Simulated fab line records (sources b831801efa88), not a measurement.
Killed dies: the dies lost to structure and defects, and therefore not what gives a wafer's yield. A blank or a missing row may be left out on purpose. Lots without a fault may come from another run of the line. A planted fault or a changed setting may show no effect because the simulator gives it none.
fab line records    flow sky130
[record] lots = 12  wafers = 36  last_day = 50
route steps=708 shown SONOS_ONO@183 RES_PROTECT@214 POLY_GATE@230 LDD_N@243 PAD_OPEN@708
lots that met no fault: taken from a fault-free run of the same line
start_h: start of the lot's first displayed wafer, in hours after the record's first day    wait_h: how many hours have passed since the lot's step before this one    " as in the row above    L1.1+2: one row covering several wafers at once    - either no value or no given start    * or withheld: withheld    < > ~ a bound
route shown NAME@n: NAME is a module with steps in the file, n the number in the route of the first one    usual: mean/standard deviation of fault-free wafers    same: alike in all rows    chamber/n: place in a boat    sites: each site's reading    _std_site: the standard deviation of these    _edge_site: mean of outer sites minus mean of inner sites    radius_mm: how far each site lies from the wafer's centre    mask NAME#n: copy n    behind: the last tool/chamber to shape the wafer    hold: why the lot was held/for how many hours/how that ended    device: names the non-switching transistor (n, p or np)    end of line: at the end of the route, the tests of the same wafers    a step given without rows: its recipe and nothing more    killed: at the first sort, the dies lost to defects and structure; wafer yield is something else    map: the dies of a wafer, with x for killed, . for not killed, _ for no die there
set.NAME: the setting as run; set.NAME@STEP: as run at that earlier step    model.NAME: the simulator's own value behind a step, which no gauge read
route steps across a sampled set of lots; one table per step, one row per wafer
services: the hour from which a tool's chamber was out of use, counted from the record's first day as start_h (under 0 if before that day), plus the number of hours and why
[[steps]]
[step SKY_SONOS_ONO_ETCH_15]
[recipe] target_depth_nm = 19.52  chemistry = CHF3/O2  source_w = 600  bias_w = 200  pressure_mtorr = 40  chf3_flow_sccm = 50  O2_flow_sccm = 5  time_s = 7.8
[usual] drypump_motor_current_A = 5.8/0.46  oes_product_au = 1.003/0.013  throttle_valve_pct = 8.826/0.0093
lot.wafer  tool         chamber  start_h  wait_h  drypump_motor_current_A  oes_product_au  rf_hours_counter_h  throttle_valve_pct
L569.2     rie_diel-01  0        277.19   0.0     4.8                      1.015           53                  8.812
L569.3     "            2        "        "       5.8                      0.999           3                   8.822
L569.6     "            3        "        "       5.5                      0.998           -                   8.831
L570.1     rie_diel-04  1        286.89   0.0     6.2                      1.016           60                  8.819
L570.3     "            0        "        "       6.2                      0.985           2                   8.823
L570.4     "            3        "        "       5.8                      1.017           44                  8.821
L574.1     rie_diel-04  1        323.59   0.0     6.2                      1.018           61                  8.833
L574.2     "            0        "        "       6.2                      0.989           3                   8.817
L574.4     "            3        "        "       5.9                      0.996           -                   8.826
L578.2     rie_diel-02  3        358.89   0.0     5.5                      1.027           46                  8.843
L578.4     "            1        "        "       6.0                      1.020           11                  8.841
L578.5     "            3        "        "       5.5                      1.018           -                   8.802
L581.1     rie_diel-02  0        381.59   0.0     5.8                      1.002           14                  8.837
L581.2     "            2        "        "       5.5                      0.998           109                 8.823
L581.6     "            2        "        "       5.4                      0.993           -                   8.826
L584.3     rie_diel-04  3        397.93   0.0     5.8                      1.002           46                  8.827
L584.4     "            2        "        "       6.5                      1.008           3                   8.812
L584.6     "            2        "        "       6.5                      1.015           -                   8.836
L586.1     rie_diel-04  2        417.59   0.0     6.5                      1.001           4                   8.833
L586.2     "            3        "        "       5.8                      1.008           46                  8.824
L586.4     "            1        "        "       6.2                      1.021           62                  8.828
L587.1     rie_diel-01  2        422.01   0.0     5.9                      0.989           5                   8.836
L587.3     "            0        "        "       4.9                      1.013           55                  8.838
L587.5     "            2        "        "       5.8                      0.984           -                   8.829
L589.1     rie_diel-04  0        447.74   0.0     6.2                      1.003           4                   8.820
L589.2     "            3        "        "       5.9                      0.999           46                  8.826
L589.6     "            1        "        "       6.2                      1.015           -                   8.819
L590.2     rie_diel-04  2        451.09   0.0     6.5                      1.000           4                   8.833
L590.3     "            3        "        "       5.8                      0.994           46                  8.822
L590.6     "            1        "        "       6.2                      1.021           -                   8.823
L591.2     rie_diel-01  3        456.59   0.0     5.4                      1.008           58                  8.815
L591.4     "            0        "        "       4.9                      1.016           56                  8.825
L591.5     "            2        "        "       5.8                      0.977           -                   8.817
L592.2     rie_diel-02  3        468.09   0.0     5.5                      1.016           48                  8.833
L592.3     "            0        "        "       5.8                      0.999           17                  8.826
L592.4     "            1        "        "       6.0                      1.029           14                  8.832
[step SKY_RES_PROTECT_STRIP_07]
[recipe] chemistry = O2/N2  power_w = 1400  pressure_mtorr = 1500  platen_temp_c = withheld  o2_flow_sccm = 3000  n2_flow_sccm = 300  overash_fraction = 0.5
[usual] drypump_motor_current_A = 5.6/0.38  oes_product_au = 0.518/0.0044  strip_time_to_endpoint_s = 23.30/0.037
lot.wafer  tool             chamber  start_h  wait_h  drypump_motor_current_A  oes_product_au  rf_hours_counter_h  strip_time_to_endpoint_s
L569.2     plasma_asher-03  1        336.53   0.1     5.5                      0.525           66                  23.29
L569.3     "                1        "        "       5.5                      0.518           -                   23.28
L569.6     "                0        "        "       5.7                      0.520           -                   23.28
L570.1     plasma_asher-01  0        345.53   0.1     5.2                      0.523           23                  23.29
L570.3     "                0        "        "       5.2                      0.525           -                   23.30
L570.4     "                1        "        "       6.2                      0.519           -                   23.34
L574.1     plasma_asher-03  1        384.88   0.1     5.5                      0.515           70                  23.28
L574.2     "                0        "        "       5.8                      0.519           70                  23.31
L574.4     "                0        "        "       5.8                      0.521           -                   23.35
L578.2     plasma_asher-01  0        424.68   0.1     5.3                      0.513           31                  23.38
L578.4     "                1        "        "       6.2                      0.516           -                   23.35
L578.5     "                1        "        "       6.2                      0.515           -                   23.31
L581.1     plasma_asher-03  1        447.24   0.1     5.4                      0.509           2                   23.26
L581.2     "                0        "        "       5.8                      0.516           2                   23.21
L581.6     "                0        "        "       5.8                      0.531           -                   23.26
L584.3     plasma_asher-02  0        465.02   0.1     5.1                      0.514           -                   23.25
L584.4     "                1        "        "       5.9                      0.516           -                   23.31
L584.6     "                1        "        "       5.9                      0.519           -                   23.31
L586.1     plasma_asher-01  0        485.89   0.1     5.3                      0.514           36                  23.32
L586.2     "                1        "        "       6.2                      0.521           36                  23.31
L586.4     "                1        "        "       6.2                      0.522           -                   23.30
L587.1     plasma_asher-01  1        491.33   0.1     6.2                      0.518           36                  23.33
L587.3     "                0        "        "       5.2                      0.519           -                   23.28
L587.5     "                0        "        "       5.3                      0.514           -                   23.33
L589.1     plasma_asher-02  0        514.49   0.1     5.1                      0.516           69                  23.34
L589.2     "                1        "        "       5.9                      0.519           69                  23.36
L589.6     "                0        "        "       5.1                      0.510           -                   23.34
L590.2     plasma_asher-03  0        516.04   0.1     5.8                      0.510           9                   23.30
L590.3     "                0        "        "       5.8                      0.521           -                   23.25
L590.6     "                1        "        "       5.4                      0.522           -                   23.27
L591.2     plasma_asher-02  0        521.89   0.1     5.1                      0.509           70                  23.33
L591.4     "                1        "        "       5.9                      0.514           -                   23.29
L591.5     "                0        "        "       5.1                      0.516           -                   23.34
L592.2     plasma_asher-02  0        535.68   0.1     5.1                      0.519           71                  23.33
L592.3     "                1        "        "       5.9                      0.524           -                   23.34
L592.4     "                0        "        "       5.1                      0.516           -                   23.31
[step SKY_POLY_GATE_ETCH_16]
[recipe] stop_on = poly-Si  chemistry = CH3F/O2  target = Si3N4  source_w = 400  bias_w = 80  pressure_mtorr = 25  ch3f_flow_sccm = 40  O2_flow_sccm = 30  time_s = 147.5  target_depth_a = 750
[usual] ch3f_flow_sccm = 39.99/0.13  drypump_motor_current_A = 5.6/0.43  oes_product_au = 0.642/0.0049  throttle_valve_pct = 10.535/0.0085
lot.wafer  tool         chamber  start_h  wait_h  ch3f_flow_sccm  drypump_motor_current_A  oes_product_au  rf_hours_counter_h  throttle_valve_pct
L569.2     rie_diel-03  3        365.42   0.0     40.09           5.1                      0.635           4                   10.530
L569.3     "            1        "        "       40.00           5.1                      0.640           0                   10.533
L569.6     "            1        "        "       40.00           5.1                      0.642           -                   10.542
L570.1     rie_diel-03  0        374.97   0.0     40.00           5.3                      0.644           91                  10.534
L570.3     "            1        "        "       39.92           5.1                      0.648           1                   10.537
L570.4     "            2        "        "       39.92           5.8                      0.646           0                   10.537
L574.1     rie_diel-03  3        418.12   0.0     40.04           5.1                      0.642           5                   10.539
L574.2     "            0        "        "       40.09           5.3                      0.650           92                  10.537
L574.4     "            2        "        "       39.84           5.8                      0.648           1                   10.536
L578.2     rie_diel-02  0        462.32   0.0     39.89           5.8                      0.646           16                  10.540
L578.4     "            3        "        "       40.00           5.5                      0.643           48                  10.533
L578.5     "            0        "        "       39.94           5.8                      0.647           -                   10.516
L581.1     rie_diel-02  0        480.37   0.0     39.83           5.8                      0.648           17                  10.523
L581.2     "            3        "        "       40.02           5.5                      0.637           48                  10.534
L581.6     "            2        "        "       40.23           5.4                      0.634           -                   10.532
L584.3     rie_diel-04  1        497.17   0.0     39.99           6.2                      0.637           63                  10.549
L584.4     "            2        "        "       40.04           6.5                      0.642           5                   10.543
L584.6     "            3        "        "       39.78           5.8                      0.638           -                   10.546
L586.1     rie_diel-04  0        518.42   0.0     39.72           6.3                      0.636           6                   10.537
L586.2     "            1        "        "       39.84           6.2                      0.626           64                  10.535
L586.4     "            2        "        "       39.92           6.5                      0.638           6                   10.526
L587.1     rie_diel-02  0        522.62   0.0     40.07           5.8                      0.645           18                  10.527
L587.3     "            1        "        "       40.02           5.9                      0.637           15                  10.540
L587.5     "            0        "        "       39.94           5.9                      0.646           -                   10.524
L589.1     rie_diel-03  1        545.77   0.0     40.09           5.1                      0.649           4                   10.548
L589.2     "            2        "        "       39.94           5.8                      0.651           3                   10.540
L589.6     "            1        "        "       40.07           5.1                      0.635           -                   10.538
L590.2     rie_diel-02  2        547.32   0.0     40.07           5.5                      0.630           2                   10.534
L590.3     "            1        "        "       39.74           6.0                      0.637           16                  10.544
L590.6     "            2        "        "       39.94           5.4                      0.642           -                   10.539
L591.2     rie_diel-03  1        554.22   0.0     40.01           5.1                      0.640           5                   10.548
L591.4     "            1        "        "       40.06           5.1                      0.639           -                   10.532
L591.5     "            2        "        "       39.65           5.8                      0.642           -                   10.531
L592.2     rie_diel-03  1        567.67   0.0     39.89           5.1                      0.641           5                   10.538
L592.3     "            3        "        "       39.98           5.1                      0.640           9                   10.542
L592.4     "            0        "        "       40.09           5.3                      0.633           1                   10.536
[step SKY_LDD_N_DEVELOP_06]
[recipe] develop_time_s = 60  dev_temp_c = 23
[usual] developer_temp_C = 22.99/0.099  resist_line_temp_C = 22.99/0.11
lot.wafer  tool            chamber  start_h  wait_h  developer_temp_C  resist_line_temp_C
L569.2     litho_track-01  0        395.56   0.1     23.20             22.95
L569.3     "               0        "        "       23.00             22.74
L569.6     "               0        "        "       23.04             22.93
L570.1     litho_track-01  0        405.84   0.1     22.98             23.10
L570.3     "               0        "        "       23.06             23.10
L570.4     "               0        "        "       23.08             22.97
L574.1     litho_track-01  0        453.39   0.1     22.96             23.23
L574.2     "               0        "        "       23.23             23.19
L574.4     "               0        "        "       23.02             23.16
L578.2     litho_track-04  0        495.21   0.1     22.12             22.89
L578.4     "               0        "        "       22.25             22.92
L578.5     "               0        "        "       22.16             23.01
L581.1     litho_track-04  0        512.88   0.1     22.10             23.04
L581.2     "               0        "        "       22.13             22.81
L581.6     "               0        "        "       22.01             23.06
L584.3     litho_track-03  0        529.83   0.1     23.10             23.01
L584.4     "               0        "        "       23.09             23.05
L584.6     "               0        "        "       23.11             22.98
L586.1     litho_track-03  0        549.43   0.1     23.09             22.92
L586.2     "               0        "        "       23.07             22.84
L586.4     "               0        "        "       23.09             22.95
L587.1     litho_track-01  0        553.84   0.1     22.99             23.00
L587.3     "               0        "        "       22.86             22.95
L587.5     "               0        "        "       22.99             23.01
L589.1     litho_track-01  0        576.34   0.1     23.02             22.89
L589.2     "               0        "        "       23.12             22.95
L589.6     "               0        "        "       23.00             22.75
L590.2     litho_track-04  0        578.61   0.1     22.95             23.12
L590.3     "               0        "        "       22.81             23.06
L590.6     "               0        "        "       22.90             23.17
L591.2     litho_track-03  0        585.36   0.1     22.80             23.05
L591.4     "               0        "        "       22.92             22.86
L591.5     "               0        "        "       22.88             22.92
L592.2     litho_track-04  0        598.66   0.1     22.89             22.80
L592.3     "               0        "        "       22.90             22.75
L592.4     "               0        "        "       23.06             22.83
[step SKY_PAD_OPEN_PROBE_99]
[usual] killed_at_M0_to_M3 = 44/6.6  killed_at_M4_up = 2.9/1.8  killed_at_contacts = 24/4.8  killed_at_front_end = 15/4.5  killed_at_other = 0.3/0.64  killed_dies = 86/8.7  killed_open = 47/6.5  killed_short = 39/5.8
[same] gross_dies = 492  killed_at_back_side = 0
lot.wafer  tool       chamber  start_h  wait_h  killed_at_M0_to_M3  killed_at_M4_up  killed_at_contacts  killed_at_front_end  killed_at_other  killed_dies  killed_open  killed_short
L570.1     prober-02  -        1076.35  0.1     37                  3                25                  18                   2                85           56           27
L570.3     prober-02  -        1076.45  0.2     44                  6                26                  14                   1                91           50           41
L570.4     prober-02  -        1076.50  0.2     38                  5                21                  23                   0                87           41           46
L578.2     prober-01  -        1139.27  0.1     41                  3                26                  16                   0                86           47           39
L578.4     prober-01  -        1139.37  0.2     39                  1                20                  25                   0                85           43           42
L578.5     prober-01  -        1139.42  0.2     38                  3                20                  8                    0                69           41           28
L581.1     prober-01  -        1145.64  0.1     52                  3                22                  13                   0                90           47           43
L581.2     prober-01  -        1145.69  0.1     43                  6                21                  9                    0                79           40           38
L581.6     prober-01  -        1145.89  0.2     47                  2                28                  14                   1                92           45           47
L584.3     prober-02  -        1159.67  0.2     35                  0                27                  14                   0                76           41           35
L584.4     prober-02  -        1159.72  0.2     44                  2                23                  13                   1                83           48           35
L584.6     prober-02  -        1159.82  0.2     52                  4                26                  11                   0                93           52           41
L587.1     prober-01  -        1170.04  0.1     53                  3                22                  16                   1                95           50           44
L587.3     prober-01  -        1170.14  0.2     44                  5                24                  17                   0                90           48           42
L587.5     prober-01  -        1170.24  0.2     49                  6                21                  10                   0                86           49           37
L589.1     prober-01  -        1181.80  0.1     52                  3                30                  15                   1                101          60           40
L589.2     prober-01  -        1181.85  0.1     37                  0                25                  14                   0                76           36           39
L589.6     prober-01  -        1182.05  0.2     39                  4                24                  16                   0                83           44           38
// killed by level:class
L570.1 VIA1:geometric_particle:open=13 CONTACT:geometric_particle:open=11 VIA2:geometric_particle:open=9 LI_CONTACT:geometric_particle:open=7 FIELD_ISO:geometric_particle:open=5 POLY_GATE:geometric_particle:short=4 POLY_GATE:geometric_particle:open=4 METAL2:geometric_particle:short=4
L570.3 VIA1:geometric_particle:open=11 VIA2:geometric_particle:open=9 LI_CONTACT:geometric_particle:open=8 CONTACT:geometric_particle:short=8 LI_CONTACT:geometric_particle:short=5 VIA3:geometric_particle:open=5 FIELD_ISO:geometric_particle:short=4 CONTACT:geometric_particle:open=4
L570.4 VIA1:geometric_particle:open=10 CONTACT:geometric_particle:open=8 FIELD_ISO:geometric_particle:short=7 POLY_GATE:geometric_particle:short=6 METAL2:geometric_particle:short=6 VIA2:geometric_particle:open=6 CONTACT:geometric_particle:short=5 METAL1:geometric_particle:short=5
L578.2 CONTACT:geometric_particle:open=11 VIA1:geometric_particle:open=11 METAL2:geometric_particle:short=8 VIA3:geometric_particle:open=7 POLY_GATE:geometric_particle:short=6 VIA2:geometric_particle:open=5 LOCAL_INTERCONNECT:geometric_particle:open=4 LOCAL_INTERCONNECT:geometric_particle:short=4
L578.4 POLY_GATE:geometric_particle:open=8 VIA1:geometric_particle:open=7 FIELD_ISO:geometric_particle:open=6 METAL2:geometric_particle:short=6 VIA1:geometric_particle:short=6 VIA3:geometric_particle:open=6 FIELD_ISO:geometric_particle:short=5 CONTACT:geometric_particle:short=5
L578.5 CONTACT:geometric_particle:open=9 VIA1:geometric_particle:open=8 VIA3:geometric_particle:open=8 VIA2:geometric_particle:short=5 VIA2:geometric_particle:open=4 FIELD_ISO:geometric_particle:open=4 LOCAL_INTERCONNECT:geometric_particle:short=4 VIA1:geometric_particle:short=4
L581.1 VIA1:geometric_particle:open=10 VIA3:geometric_particle:open=10 VIA2:geometric_particle:open=9 CONTACT:geometric_particle:open=7 METAL2:geometric_particle:short=7 FIELD_ISO:geometric_particle:short=6 CONTACT:geometric_particle:short=6 METAL1:geometric_particle:short=5
L581.2 VIA1:geometric_particle:open=9 CONTACT:geometric_particle:open=8 METAL1:geometric_particle:short=7 VIA1:geometric_particle:short=5 VIA3:geometric_particle:open=5 LI_CONTACT:geometric_particle:short=4 LOCAL_INTERCONNECT:geometric_particle:short=4 VIA2:geometric_particle:open=4
L581.6 VIA1:geometric_particle:open=12 CONTACT:geometric_particle:open=8 METAL1:geometric_particle:short=8 METAL2:geometric_particle:short=7 CONTACT:geometric_particle:short=7 LOCAL_INTERCONNECT:geometric_particle:short=7 LI_CONTACT:geometric_particle:open=5 VIA2:geometric_particle:open=5
L584.3 LI_CONTACT:geometric_particle:open=8 CONTACT:geometric_particle:open=7 VIA2:geometric_particle:open=6 METAL1:geometric_particle:short=5 VIA1:geometric_particle:open=5 FIELD_ISO:geometric_particle:open=4 LI_CONTACT:geometric_particle:short=4 FIELD_ISO:geometric_particle:short=3
L584.4 VIA1:geometric_particle:open=15 CONTACT:geometric_particle:open=10 LI_CONTACT:geometric_particle:short=7 METAL2:geometric_particle:short=7 VIA1:geometric_particle:short=4 METAL2:geometric_particle:open=4 VIA2:geometric_particle:open=4 FIELD_ISO:geometric_particle:open=3
L584.6 VIA1:geometric_particle:open=14 LI_CONTACT:geometric_particle:open=9 VIA3:geometric_particle:open=9 CONTACT:geometric_particle:open=6 VIA1:geometric_particle:short=6 VIA2:geometric_particle:open=6 POLY_GATE:geometric_particle:short=5 LOCAL_INTERCONNECT:geometric_particle:short=4
L587.1 VIA1:geometric_particle:open=12 VIA1:geometric_particle:short=9 POLY_GATE:geometric_particle:short=8 VIA2:geometric_particle:open=8 CONTACT:geometric_particle:open=8 LI_CONTACT:geometric_particle:open=7 VIA3:geometric_particle:open=6 POLY_GATE:geometric_particle:open=5
L587.3 METAL1:geometric_particle:short=9 LI_CONTACT:geometric_particle:open=8 VIA1:geometric_particle:open=8 VIA3:geometric_particle:open=7 VIA2:geometric_particle:open=6 LOCAL_INTERCONNECT:geometric_particle:short=5 CONTACT:geometric_particle:open=5 METAL1:geometric_particle:open=5
L587.5 VIA2:geometric_particle:open=12 VIA1:geometric_particle:open=11 CONTACT:geometric_particle:open=9 CONTACT:geometric_particle:short=7 METAL4:geometric_particle:short=5 METAL1:geometric_particle:short=4 VIA1:geometric_particle:short=4 VIA3:geometric_particle:open=4
L589.1 VIA1:geometric_particle:open=11 LI_CONTACT:geometric_particle:open=10 VIA3:geometric_particle:open=10 CONTACT:geometric_particle:open=9 METAL1:geometric_particle:short=7 VIA1:geometric_particle:short=5 VIA2:geometric_particle:open=4 LI_CONTACT:geometric_particle:short=4
L589.2 VIA2:geometric_particle:open=11 METAL2:geometric_particle:short=7 VIA1:geometric_particle:open=7 LI_CONTACT:geometric_particle:open=6 LOCAL_INTERCONNECT:geometric_particle:short=5 CONTACT:geometric_particle:open=5 CONTACT:geometric_particle:short=5 FIELD_ISO:geometric_particle:short=4
L589.6 VIA2:geometric_particle:open=10 LI_CONTACT:geometric_particle:open=8 CONTACT:geometric_particle:open=8 FIELD_ISO:geometric_particle:short=5 VIA1:geometric_particle:short=5 METAL1:geometric_particle:short=5 FIELD_ISO:geometric_particle:open=4 LI_CONTACT:geometric_particle:short=4
[[services]]
tool             chamber  start_h  hours  kind
rie_diel-04      1        262.17   5.3    repair
plasma_asher-03  -        285.45   2.8    pm
rie_diel-04      1        289.79   4.5    repair
rie_diel-03      -        291.37   0.8    repair
rie_diel-03      2        293.66   15.8   repair
rie_diel-04      2        316.09   14.2   repair
rie_diel-02      -        320.72   1.4    repair
rie_diel-04      -        326.70   0.8    repair
plasma_asher-03  -        331.46   2.5    repair
rie_diel-02      -        359.00   0.5    repair
plasma_asher-03  -        366.31   5.7    repair
rie_diel-02      -        382.19   2.8    pm
rie_diel-04      -        399.06   1.2    repair
rie_diel-02      1        421.00   4.8    repair
rie_diel-03      2        447.70   8.0    repair
rie_diel-02      -        453.51   0.3    repair
rie_diel-02      2        486.83   1.8    repair
rie_diel-04      2        510.06   4.3    repair
rie_diel-02      2        530.31   7.4    repair
rie_diel-04      -        547.63   1.2    repair
rie_diel-03      0        549.48   17.1   repair
rie_diel-04      0        558.21   7.0    repair
rie_diel-04      -        565.37   0.1    repair
rie_diel-03      2        595.19   2.4    repair
[[key]]
[first_sign] step = SKY_LDD_N_DEVELOP_06  reading = developer_temp_C  direction = down  sigmas = 8.8  usual = *  struck = *
effect none on later readings
met_at SKY_LDD_N_DEVELOP_06
struck_lots L578,L581
tester_left_out L578,L581
not_acting_at SKY_SONOS_ONO_ETCH_15,SKY_RES_PROTECT_STRIP_07,SKY_POLY_GATE_ETCH_16
[fault] kind = process_parameter_drift  tool = litho_track-04  chamber = -  onset_h = 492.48  steps = SKY_LDD_N_DEVELOP_06  channel = dev_temp_c  offset = *  shape = step  end_h = 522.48  acts_in = *  stated = *
// tester_left_out: of these lots the tester's yield and bins aren't shown, on N5 and GAA mostly nor the transistor test; their killed dies are dies lost to structure and defects alone, not to doping, threshold or leakage, so they don't give the yield
